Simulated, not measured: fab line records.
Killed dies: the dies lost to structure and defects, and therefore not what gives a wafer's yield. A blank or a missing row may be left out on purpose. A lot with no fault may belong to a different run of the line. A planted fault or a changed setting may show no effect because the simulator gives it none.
Which tool was responsible? ; flow gf180mcu ; 18 wafers from 6 lots sampled at 2 of the route's 602 steps

WHAT THE GAUGES READ, wafer by wafer
GF_V2_THK_MEAS_03.
lot;measured;on;V2_CVD_02_THK (nm)
L538;day 20 17:32;film metro-03;854 837 861
L539;day 21 03:02;film metro-04;842 859 870
L543;day 22 07:11;film metro-03;851 863 866
L545;day 23 04:45;film metro-04;836 847 869
L547;day 23 20:35;film metro-02;856 856 862
L556;day 26 15:46;film metro-02;837 864 853

WHICH TOOL RAN EACH LOT (tool, then ch and the chambers of the sampled wafers, then the start)
lot;GF_M2_SPUTTER_02
L538;pvd sputter-01, day 19 16:14
L539;pvd sputter-04, day 20 01:55
L543;pvd sputter-01, day 21 06:17
L545;pvd sputter-02, day 22 04:16
L547;pvd sputter-04, day 22 21:22
L556;pvd sputter-04, day 25 18:02
- GF_M2_SPUTTER_02: material AlCu, target thk 450 nm, time 23.9 s.

THE ANSWER, worked out from the rows above alone
Rule: usual is defined by the lots themselves. Put in order of their means at a reading, lots are off if they are a third of the lots or fewer, leave a main group of 4 or more, and stand apart from it by a gap of 3 or more times the standard deviation of the main group's means; of several such gaps the widest counts. A main group is skipped when, at the precision printed for the reading in the tables above, its means are all equal. Also off: a lot with no number at a reading for which 4 or more lots have one. Where the step has rows for the other lots, those lots are counted as sound.
No lot is off on any of the readings shown, so nothing can be concluded from this.

WHAT WAS PUT IN BY THE SIMULATOR
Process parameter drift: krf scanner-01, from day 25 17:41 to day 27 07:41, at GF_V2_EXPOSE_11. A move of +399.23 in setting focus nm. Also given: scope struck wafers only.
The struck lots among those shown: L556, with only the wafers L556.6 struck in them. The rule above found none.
